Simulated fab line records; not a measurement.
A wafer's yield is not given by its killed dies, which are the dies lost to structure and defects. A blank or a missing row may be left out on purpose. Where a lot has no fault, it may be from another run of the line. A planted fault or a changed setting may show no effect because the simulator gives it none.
fab line records | flow sky130
record: lots: 6 wafers: 18 last_day: 49
route steps=708 shown VIA4@645 METAL5@661 PAD_OPEN@708
lots untouched by any fault: they come from a run of this same line in which no faults occurred
start_h: hours from the record's first day to the start of the lot's first wafer shown | wait_h: how many hours have passed since the lot's step before this one | " as in the row above | L1.1+2: one row covering several wafers at once | - no value, or no start given | * or withheld: withheld | < > ~ a bound
route shown NAME@n: names a module that has steps shown in the file, with the first one's number in the route | usual: the fault-free wafers' mean and standard deviation | same: alike in all rows | chamber/n: place in a boat | sites: each site's reading | _std_site: standard deviation of those values | _edge_site: inner sites' mean taken away from outer sites' mean | radius_mm: how far each site lies from the wafer's centre | mask NAME#n: copy n | behind: tool/chamber where the wafer was last shaped | hold: the reason the lot was held/the length of the hold in hours/how it ended | device: the transistor (n, p or np) that didn't switch | end of line: at the end of the route, the tests of the same wafers | a step with no rows: only its recipe | killed: the dies lost at the first sort to structure and to defects; this is not the yield of the wafer | map: a wafer's dies, x killed, . not, _ none there
set.NAME: the run value of the setting; set.NAME@STEP: its run value at that earlier step | model.NAME: the simulator's own value behind a step, which no gauge read
lots seen at some steps along the route; tables by step, rows by wafer
services: from which hour (start_h, from the record's first day; less than 0 if before it) a tool's chamber was out of use, for how many hours, and why
== steps ==
step: SKY_VIA4_COAT_06
recipe: resist: NOVOLAK spin_rpm: 3000 resist_thk_nm: 1140
step: SKY_VIA4_SOFTBAKE_07
recipe: temp_c: 90 time_s: 60 resist: NOVOLAK
step: SKY_VIA4_EXPOSE_08
recipe: mask_id: VIM4 na: 0.6 source_shape: conventional sigma_outer: 0.6 polarization: unpolarized target_cd_nm: 800 dose_mj: 132
step: SKY_VIA4_PEB_09
recipe: temp_c: withheld time_s: * resist: NOVOLAK
step: SKY_VIA4_DEVELOP_10
recipe: resist: NOVOLAK developer: TMAH develop_time_s: 60 dev_temp_c: 23
step: SKY_VIA4_OVL_MEAS_11
usual: VIA4_OVL: 0.5/1.3
columns lot.wafer tool chamber start_h wait_h VIA4_OVL[nm]
L518.1 overlay-01 - 1031.47 0.1 0.8
L518.2 " - " " 0.5
L518.3 " - " " 0.6
L528.1 overlay-01 - 1093.27 0.1 -0.7
L528.3 " - " " 0.4
L528.6 " - " " 0.2
L529.2 overlay-02 - 1100.97 0.1 -0.9
L529.5 " - " " 0.0
L529.6 " - " " -0.5
L532.1 overlay-02 - 1116.77 0.1 0.1
L532.3 " - " " -0.4
L532.6 " - " " -0.5
L534.1 overlay-02 - 1123.47 0.1 -0.4
L534.4 " - " " -0.3
L534.6 " - " " 1.1
L535.3 overlay-01 - 1128.98 0.1 0.1
L535.4 " - " " -1.0
L535.5 " - " " 0.2
step: SKY_VIA4_ETCH_12
recipe: target: SiO2 chemistry: C4F8/O2/Ar stop_on: TiN mask_material: NOVOLAK source_w: 1500 bias_w: 1200 pressure_mtorr: 40 c4f8_flow_sccm: withheld O2_flow_sccm: 6 Ar_flow_sccm: 300 time_s: withheld target_depth_a: 5800
usual: oes_product_au: 0.926/0.0045
columns lot.wafer tool chamber start_h wait_h oes_product_au
L518.1 rie_diel-02 2 1031.50 0.0 0.926
L518.2 " 0 " " 0.927
L518.3 " 1 " " 0.923
L528.1 rie_diel-04 0 1093.30 0.0 0.928
L528.3 " 1 " " 0.924
L528.6 " 3 " " 0.925
L529.2 rie_diel-03 1 1101.00 0.0 0.926
L529.5 " 3 " " 0.924
L529.6 " 0 " " 0.929
L532.1 rie_diel-03 1 1116.80 0.0 0.924
L532.3 " 2 " " 0.923
L532.6 " 3 " " 0.930
L534.1 rie_diel-02 1 1123.51 0.0 0.922
L534.4 " 3 " " 0.925
L534.6 " 1 " " 0.925
L535.3 rie_diel-02 1 1129.00 0.0 0.933
L535.4 " 3 " " 0.926
L535.5 " 1 " " 0.922
step: SKY_VIA4_STRIP_13
recipe: chemistry: O2/N2 power_w: 1400 pressure_mtorr: 1500 platen_temp_c: withheld o2_flow_sccm: 3000 n2_flow_sccm: 300 overash_fraction: 0.5
usual: drypump_motor_current_A: 5.7/0.44 oes_product_au: 0.709/0.0046 strip_time_to_endpoint_s: 12.801/0.026
columns lot.wafer tool chamber start_h wait_h drypump_motor_current_A oes_product_au rf_hours_counter_h strip_time_to_endpoint_s
L518.1 plasma_asher-02 0 1031.58 - 5.4 0.705 28 12.793
L518.2 " 1 " " 6.1 0.712 28 12.827
L518.3 " 0 " " 5.4 0.709 - 12.829
L528.1 plasma_asher-02 1 1093.38 - 6.1 0.705 32 12.843
L528.3 " 1 " " 6.0 0.715 - 12.751
L528.6 " 0 " " 5.4 0.711 - 12.769
L529.2 plasma_asher-02 0 1101.08 - 5.4 0.716 33 12.785
L529.5 " 1 " " 6.0 0.704 - 12.775
L529.6 " 0 " " 5.4 0.712 - 12.842
L532.1 plasma_asher-02 1 1116.88 - 6.1 0.716 35 12.772
L532.3 " 0 " " 5.4 0.714 - 12.841
L532.6 " 0 " " 5.4 0.713 - 12.820
L534.1 plasma_asher-02 0 1123.58 - 5.4 0.707 36 12.809
L534.4 " 0 " " 5.4 0.709 - 12.796
L534.6 " 0 " " 5.4 0.708 - 12.773
L535.3 plasma_asher-04 1 1129.11 - 5.6 0.712 - 12.789
L535.4 " 0 " " 5.0 0.707 - 12.826
L535.5 " 1 " " 5.7 0.713 - 12.784
step: SKY_VIA4_STRIP_14
recipe: chemistry: post_etch_residue_remover time_s: 1200 temp_c: 72.5
step: SKY_VIA4_CLEAN_15
recipe: chemistry: IPA time_s: 180 temp_c: 25
step: SKY_VIA4_CLEAN_16
recipe: chemistry: O3/DIW dry: n2_spin
step: SKY_VIA4_SPUTTER_17
recipe: material: TiN target_thk_nm: 20 chamber_pressure_pa: 5 power_w: 4000 time_s: 80
usual: throttle_valve_pct: 30.2/0.97
columns lot.wafer tool chamber start_h wait_h throttle_valve_pct
L518.1 pvd_sputter-01 - 1032.18 0.0 30.0
L518.2 " - " " 29.3
L518.3 " - " " 30.8
L528.1 pvd_sputter-04 - 1093.97 0.0 30.7
L528.3 " - " " 31.5
L528.6 " - " " 31.4
L529.2 pvd_sputter-03 - 1101.85 0.0 29.4
L529.5 " - " " 29.6
L529.6 " - " " 29.6
L532.1 pvd_sputter-04 - 1117.55 0.0 30.2
L532.3 " - " " 31.7
L532.6 " - " " 31.4
L534.1 pvd_sputter-03 - 1124.29 0.0 29.3
L534.4 " - " " 28.3
L534.6 " - " " 29.3
L535.3 pvd_sputter-04 - 1129.67 0.0 30.0
L535.4 " - " " 29.2
L535.5 " - " " 30.7
step: SKY_VIA4_CVD_18
recipe: material: W target_thk_nm: 505 time_s: 152.14 temp_c: 400 pressure_torr: 38.22
usual: heater_power_w: 899/57 susceptor_temp_C: 400.05/0.24
columns lot.wafer tool chamber start_h wait_h heater_power_w susceptor_temp_C model.W_of_VIA4_CVD_18.thk_nm
L518.1 cvd_w-02 0 1032.24 0.0 878 400.31 485.1
L518.2 " 1 " " 987 400.64 489.1
L518.3 " 1 " " 976 400.59 489.9
L528.1 cvd_w-01 1 1094.04 0.0 851 399.97 490.8
L528.3 " 0 " " 839 399.93 489.7
L528.6 " 1 " " 856 400.11 490.2
L529.2 cvd_w-01 1 1101.91 0.0 842 400.30 494.3
L529.5 " 1 " " 859 400.39 501.8
L529.6 " 0 " " 892 411.16 602.3
L532.1 cvd_w-01 0 1117.61 0.0 888 411.02 601.3
L532.3 " 1 " " 858 399.78 495.9
L532.6 " 0 " " 910 410.76 604.5
L534.1 cvd_w-02 1 1124.35 0.0 959 400.05 494.9
L534.4 " 0 " " 887 399.66 490.8
L534.6 " 1 " " 983 400.06 495.2
L535.3 cvd_w-02 1 1129.78 0.1 973 400.10 495.9
L535.4 " 0 " " 898 400.69 494.3
L535.5 " 0 " " 902 400.60 499.9
step: SKY_VIA4_RS_MEAS_19
recipe: thk_meas_gauge: four-point-probe reads: W_of_VIA4_CVD_18+TiN_of_VIA4_SPUTTER_17
usual: VIA4_W_RS: 0.2313/0.0025
columns lot.wafer tool chamber start_h wait_h hold VIA4_W_RS[ohm/sq]
L518.1 film_metro-04 - 1032.40 0.1 - 0.2354
L518.2 " - " " - 0.2334
L518.3 " - " " - 0.2330
L528.1 film_metro-03 - 1094.19 0.1 - 0.2335
L528.3 " - " " - 0.2335
L528.6 " - " " - 0.2336
L529.2 film_metro-01 - 1102.08 0.1 await_dispo/0.2h/release 0.2313
L529.5 " - " " await_dispo/0.2h/release 0.2279
L529.6 " - " " await_dispo/0.2h/release 0.1895
L529.2 film_metro-01 - 1102.52 0.4 - 0.2312
L529.5 " - " " - 0.2281
L529.6 " - " " - 0.1900
L532.1 film_metro-04 - 1117.76 0.1 await_dispo/0.2h/release 0.1897
L532.3 " - " " await_dispo/0.2h/release 0.2306
L532.6 " - " " await_dispo/0.2h/release 0.1887
L532.1 film_metro-04 - 1118.05 0.3 - 0.1900
L532.3 " - " " - 0.2304
L532.6 " - " " - 0.1894
L534.1 film_metro-03 - 1124.50 0.1 - 0.2314
L534.4 " - " " - 0.2333
L534.6 " - " " - 0.2314
L535.3 film_metro-03 - 1129.92 0.1 - 0.2310
L535.4 " - " " - 0.2320
L535.5 " - " " - 0.2285
step: SKY_VIA4_THK_MEAS_20
recipe: thk_meas_gauge: xrf reads: W_of_VIA4_CVD_18
usual: VIA4_W_THK: 514/6.4
columns lot.wafer tool chamber start_h wait_h hold VIA4_W_THK[nm]
L518.1 film_metro-04 - 1032.52 0.1 - 505
L518.2 " - " " - 508
L518.3 " - " " - 508
L528.1 film_metro-03 - 1094.31 0.1 - 509
L528.3 " - " " - 511
L528.6 " - " " - 508
L529.2 film_metro-01 - 1106.91 4.4 await_dispo/0.2h/release 516
L529.5 " - " " await_dispo/0.2h/release 521
L529.6 " - " " await_dispo/0.2h/release 637
L529.2 film_metro-01 - 1107.14 0.2 - 517
L529.5 " - " " - 526
L529.6 " - " " - 635
L532.1 film_metro-04 - 1119.45 1.4 await_dispo/0.2h/release 630
L532.3 " - " " await_dispo/0.2h/release 517
L532.6 " - " " await_dispo/0.2h/release 634
L532.1 film_metro-04 - 1119.67 0.2 - 635
L532.3 " - " " - 516
L532.6 " - " " - 636
L534.1 film_metro-03 - 1124.62 0.1 - 516
L534.4 " - " " - 512
L534.6 " - " " - 514
L535.3 film_metro-03 - 1130.02 0.1 - 520
L535.4 " - " " - 514
L535.5 " - " " - 520
step: SKY_VIA4_CMP_21
recipe: stop_on: SiO2 t_overpolish_s: 25 down_force_psi: 3.5 platen_rpm: 60 target_thk_nm: 0 pad_velocity_m_s: 0.94248
usual: motor_current_A: 10.9/0.86 time_to_endpoint_s: 121/4.5
columns lot.wafer tool chamber start_h wait_h hold motor_current_A time_to_endpoint_s
L518.2 cmp-02 0 1032.66 0.1 - 9.6 116
L518.1 " 2 " " - 10.1 115
L518.3 " 3 " " - 11.2 117
L528.3 cmp-01 0 1094.47 0.1 - 11.8 116
L528.1 " 1 " " - 11.8 116
L528.6 " 3 " " - 11.2 124
L529.2 cmp-02 1 1110.54 3.4 await_dispo/3.3h/release 11.5 116
L529.5 " 0 " " await_dispo/3.3h/release 8.9 128
L529.6 " 1 " " await_dispo/3.3h/release 11.4 142
L534.4 cmp-02 1 1124.73 0.1 - 11.4 120
L534.1 " 3 " " - 10.2 124
L534.6 " 1 " " - 11.2 122
L532.1 cmp-01 2 1130.01 10.3 await_dispo/10.3h/release 12.1 145
L532.3 " 3 " " await_dispo/10.3h/release 11.8 119
L532.6 " 2 " " await_dispo/10.3h/release 12.0 144
L535.3 cmp-02 2 1130.06 0.0 - 10.4 124
L535.4 " 1 " " - 11.7 119
L535.5 " 3 " " - 10.8 124
step: SKY_METAL5_SPUTTER_00
recipe: material: Ti target_thk_nm: 15 power_w: 3000 time_s: 10 chamber_pressure_pa: 0.4
usual: throttle_valve_pct: 30.0/1.1
columns lot.wafer tool chamber start_h wait_h throttle_valve_pct
L518.1 pvd_sputter-02 - 1032.96 0.1 29.2
L518.2 " - " " 31.0
L518.3 " - " " 28.9
L528.1 pvd_sputter-02 - 1094.67 0.1 29.6
L528.3 " - " " 28.7
L528.6 " - " " 29.4
L529.2 pvd_sputter-01 - 1110.79 0.2 32.4
L529.5 " - " " 29.4
L529.6 " - " " 29.8
L534.1 pvd_sputter-03 - 1124.98 0.1 28.3
L534.4 " - " " 29.3
L534.6 " - " " 28.4
L535.3 pvd_sputter-01 - 1130.36 0.2 29.8
L535.4 " - " " 32.1
L535.5 " - " " 32.3
L532.1 pvd_sputter-03 - 1133.20 3.1 29.0
L532.3 " - " " 29.6
L532.6 " - " " 29.4
step: SKY_PAD_OPEN_PROBE_99
usual: defect_limited_yield: 82.5/1.9 killed_at_M0_to_M3: 42/7.2 killed_at_M4_up: 3.5/1.8 killed_at_contacts: 25/5.7 killed_at_front_end: 16/4.6 killed_at_other: 0.2/0.41 killed_dies: 86/9.3 killed_open: 47/6.3 killed_short: 39/5.9 sort_bin_3_pad_short: 0.9/0.44 sort_bin_5_function: 10.3/1.5 sort_bin_6_memory: 6.3/1 sort_n_pass: 406/9.3 sort_yield_pct: 82.5/1.9
same: gross_dies: 492 killed_at_back_side: 0 sort_bin_4_leakage[%]: 0 sort_bin_8_speed[%]: 0
columns lot.wafer tool chamber start_h wait_h defect_limited_yield[%] killed_at_M0_to_M3 killed_at_M4_up killed_at_contacts killed_at_front_end killed_at_other killed_dies killed_open killed_short sort_bin_3_pad_short[%] sort_bin_5_function[%] sort_bin_6_memory[%] sort_n_pass sort_yield_pct[%]
L518.1 prober-02 - 1101.09 0.1 81.3 43 2 30 17 0 92 55 37 1.0 11.4 6.3 400 81.3
L518.2 prober-02 - 1101.14 0.1 79.3 52 8 29 13 0 102 61 41 0.2 13.8 6.7 390 79.3
L518.3 prober-02 - 1101.19 0.2 82.7 39 4 30 12 0 85 59 26 1.2 11.0 5.1 407 82.7
L528.1 prober-02 - 1155.80 0.1 78.7 54 3 26 22 0 105 63 42 2.4 11.2 7.7 387 78.7
L528.3 prober-02 - 1155.90 0.2 82.7 40 3 27 15 0 85 50 35 0.2 11.8 5.3 407 82.7
L528.6 prober-02 - 1156.05 0.2 80.7 55 2 20 18 0 95 42 53 1.2 12.0 6.1 397 80.7
L529.2 prober-01 - 1164.03 0.1 81.1 52 2 29 10 0 93 55 38 1.2 11.2 6.5 399 81.1
L529.5 prober-01 - 1164.18 0.2 83.3 41 6 20 15 0 82 47 35 1.2 10.2 5.3 410 83.3
L529.6 prober-01 - 1164.23 0.2 84.1 41 5 18 14 0 78 44 34 0.8 10.6 4.5 414 84.1
L532.1 prober-02 - 1176.93 0.1 86.4 32 5 21 8 1 67 34 33 0.2 8.3 5.1 425 86.4
L532.3 prober-02 - 1177.03 0.2 84.1 40 3 20 15 0 78 44 34 0.6 8.1 7.1 414 84.1
L532.6 prober-02 - 1177.18 0.2 81.9 46 6 22 15 0 89 45 44 1.2 10.4 6.5 403 81.9
L534.1 prober-02 - 1183.35 0.1 80.9 51 2 18 23 0 94 52 42 1.2 11.0 6.9 398 80.9
L534.4 prober-02 - 1183.50 0.2 82.9 41 2 24 17 0 84 46 38 1.6 8.3 7.1 408 82.9
L534.6 prober-02 - 1183.60 0.2 80.9 56 3 15 19 1 94 48 46 1.2 11.2 6.7 398 80.9
L535.3 prober-01 - 1187.34 0.2 84.6 44 4 15 13 0 76 36 40 1.0 9.6 4.9 416 84.6
L535.4 prober-01 - 1187.39 0.2 82.3 46 3 17 20 1 87 51 36 1.4 9.8 6.5 405 82.3
L535.5 prober-01 - 1187.44 0.2 81.3 46 1 27 18 0 92 51 41 1.0 11.4 6.3 400 81.3
killed by level:class
L518.1 CONTACT:geometric_particle:open=15 VIA1:geometric_particle:open=11 LI_CONTACT:geometric_particle:open=7 METAL2:geometric_particle:short=7 POLY_GATE:geometric_particle:open=5 VIA3:geometric_particle:open=5 FIELD_ISO:geometric_particle:open=4 LOCAL_INTERCONNECT:geometric_particle:short=4
L518.2 CONTACT:geometric_particle:open=15 VIA1:geometric_particle:open=13 VIA3:geometric_particle:open=10 VIA1:geometric_particle:short=7 METAL4:geometric_particle:short=6 VIA2:geometric_particle:open=6 FIELD_ISO:geometric_particle:open=5 LI_CONTACT:geometric_particle:open=4
L518.3 CONTACT:geometric_particle:open=14 VIA1:geometric_particle:open=12 VIA3:geometric_particle:open=10 LI_CONTACT:geometric_particle:open=6 CONTACT:geometric_particle:short=5 LI_CONTACT:geometric_particle:short=4 VIA1:geometric_particle:short=4 METAL2:geometric_particle:short=4
L528.1 VIA1:geometric_particle:open=16 METAL1:geometric_particle:short=12 LI_CONTACT:geometric_particle:open=11 CONTACT:geometric_particle:open=9 METAL2:geometric_particle:short=7 FIELD_ISO:geometric_particle:open=6 FIELD_ISO:geometric_particle:short=6 VIA2:geometric_particle:open=5
L528.3 CONTACT:geometric_particle:open=11 LI_CONTACT:geometric_particle:open=8 VIA2:geometric_particle:open=8 METAL2:geometric_particle:short=8 FIELD_ISO:geometric_particle:open=6 CONTACT:geometric_particle:short=5 FIELD_ISO:geometric_particle:short=4 VIA1:geometric_particle:open=4
L528.6 METAL2:geometric_particle:short=10 VIA1:geometric_particle:open=9 METAL1:geometric_particle:short=9 VIA3:geometric_particle:open=8 CONTACT:geometric_particle:short=6 FIELD_ISO:geometric_particle:short=5 LI_CONTACT:geometric_particle:open=5 VIA2:geometric_particle:open=5
L529.2 LI_CONTACT:geometric_particle:open=13 VIA1:geometric_particle:open=10 VIA3:geometric_particle:open=10 VIA2:geometric_particle:open=8 CONTACT:geometric_particle:open=7 METAL2:geometric_particle:short=6 LOCAL_INTERCONNECT:geometric_particle:short=5 METAL1:geometric_particle:short=4
L529.5 VIA1:geometric_particle:open=13 CONTACT:geometric_particle:open=8 VIA3:geometric_particle:open=7 LOCAL_INTERCONNECT:geometric_particle:short=6 POLY_GATE:geometric_particle:short=4 CONTACT:geometric_particle:short=4 METAL2:geometric_particle:short=4 VIA2:geometric_particle:open=4
L529.6 VIA1:geometric_particle:open=9 VIA2:geometric_particle:open=8 CONTACT:geometric_particle:open=7 METAL2:geometric_particle:short=7 POLY_GATE:geometric_particle:short=5 POLY_GATE:geometric_particle:open=4 VIA3:geometric_particle:open=4 LI_CONTACT:geometric_particle:short=3
L532.1 VIA1:geometric_particle:open=10 CONTACT:geometric_particle:short=7 CONTACT:geometric_particle:open=5 METAL4:geometric_particle:short=5 FIELD_ISO:geometric_particle:short=4 LI_CONTACT:geometric_particle:open=4 VIA3:geometric_particle:open=4 VIA2:geometric_particle:open=3
L532.3 CONTACT:geometric_particle:open=9 VIA3:geometric_particle:open=9 METAL1:geometric_particle:short=7 VIA2:geometric_particle:open=6 LI_CONTACT:geometric_particle:open=5 FIELD_ISO:geometric_particle:open=4 VIA2:geometric_particle:short=4 VIA1:geometric_particle:open=4
L532.6 VIA2:geometric_particle:open=10 VIA3:geometric_particle:open=9 METAL2:geometric_particle:short=8 CONTACT:geometric_particle:open=8 FIELD_ISO:geometric_particle:short=6 POLY_GATE:geometric_particle:open=6 METAL4:geometric_particle:short=5 LI_CONTACT:geometric_particle:open=4
L534.1 VIA1:geometric_particle:open=14 POLY_GATE:geometric_particle:open=8 VIA2:geometric_particle:open=8 VIA1:geometric_particle:short=8 CONTACT:geometric_particle:open=7 CONTACT:geometric_particle:short=6 FIELD_ISO:geometric_particle:short=4 POLY_CUT:geometric_particle:open=4
L534.4 VIA1:geometric_particle:open=9 CONTACT:geometric_particle:open=8 VIA2:geometric_particle:open=7 POLY_GATE:geometric_particle:short=6 VIA3:geometric_particle:open=6 LI_CONTACT:geometric_particle:open=5 CONTACT:geometric_particle:short=5 METAL1:geometric_particle:short=5
L534.6 VIA1:geometric_particle:open=15 METAL1:geometric_particle:short=8 VIA3:geometric_particle:open=7 VIA1:geometric_particle:short=6 VIA2:geometric_particle:open=6 VIA2:geometric_particle:short=6 POLY_GATE:geometric_particle:open=5 POLY_GATE:geometric_particle:short=4
L535.3 VIA1:geometric_particle:short=10 VIA1:geometric_particle:open=7 CONTACT:geometric_particle:open=6 VIA3:geometric_particle:open=5 FIELD_ISO:geometric_particle:short=4 LI_CONTACT:geometric_particle:open=4 METAL2:geometric_particle:short=4 VIA2:geometric_particle:short=4
L535.4 CONTACT:geometric_particle:open=10 VIA1:geometric_particle:open=10 VIA3:geometric_particle:open=8 VIA2:geometric_particle:open=8 FIELD_ISO:geometric_particle:short=5 METAL1:geometric_particle:short=5 VIA1:geometric_particle:short=5 SPACER:geometric_particle:open=4
L535.5 VIA1:geometric_particle:open=14 LOCAL_INTERCONNECT:geometric_particle:short=8 CONTACT:geometric_particle:open=8 VIA3:geometric_particle:open=7 FIELD_ISO:geometric_particle:short=5 LI_CONTACT:geometric_particle:open=5 METAL1:geometric_particle:short=5 FIELD_ISO:geometric_particle:open=4
== services ==
columns tool chamber start_h hours kind
pvd_sputter-04 - 1011.22 2.6 repair
plasma_asher-04 - 1015.52 3.1 repair
pvd_sputter-03 - 1016.37 3.0 repair
rie_diel-04 0 1021.34 11.6 repair
cvd_w-01 - 1026.89 6.9 pm
rie_diel-02 - 1045.57 0.1 repair
pvd_sputter-04 - 1052.56 0.5 repair
plasma_asher-04 - 1055.25 9.0 pm
cmp-02 - 1057.40 0.6 repair
pvd_sputter-02 - 1067.27 2.5 repair
rie_diel-03 2 1072.85 11.3 repair
plasma_asher-02 - 1075.04 14.6 pm
rie_diel-04 3 1080.06 8.3 repair
cmp-02 - 1084.25 4.0 pm
plasma_asher-04 - 1091.35 8.5 repair
pvd_sputter-03 - 1107.75 6.8 repair
rie_diel-02 0 1118.83 8.6 repair
rie_diel-03 1 1120.60 5.6 repair
cmp-02 - 1122.65 0.8 repair
plasma_asher-04 - 1123.58 1.5 repair
cmp-02 - 1124.17 0.3 repair
cmp-01 - 1129.29 0.6 repair
pvd_sputter-03 - 1130.27 2.9 repair
cvd_w-01 - 1131.05 0.4 repair
== key ==
first_sign: step: SKY_VIA4_CVD_18 reading: susceptor_temp_C direction: up sigmas: 46 usual: * struck: *
effect: step: SKY_VIA4_RS_MEAS_19 reading: visit direction: added
effect: step: SKY_VIA4_RS_MEAS_19 reading: VIA4_W_RS direction: down sigmas: 17 usual: 0.2313 struck: 0.1893
effect: step: SKY_VIA4_THK_MEAS_20 reading: visit direction: added
effect: step: SKY_VIA4_THK_MEAS_20 reading: VIA4_W_THK direction: up sigmas: 19 usual: 514 struck: 634
effect: step: SKY_VIA4_CMP_21 reading: time_to_endpoint_s direction: up sigmas: 5.1 usual: * struck: *
model_effect: step: SKY_VIA4_CVD_18 value: W_of_VIA4_CVD_18.thk_nm without: 497.6 struck: 602.7
met_at SKY_VIA4_CVD_18
struck_wafers L529.6,L532.1,L532.6
onset_between 1094.04 1101.91
fault: kind: process_parameter_drift tool: cvd_w-01 chamber: 0 onset_h: 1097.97 steps: SKY_VIA4_CVD_18 channel: temp_c offset: * shape: step end_h: 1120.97 acts_in: * stated: *
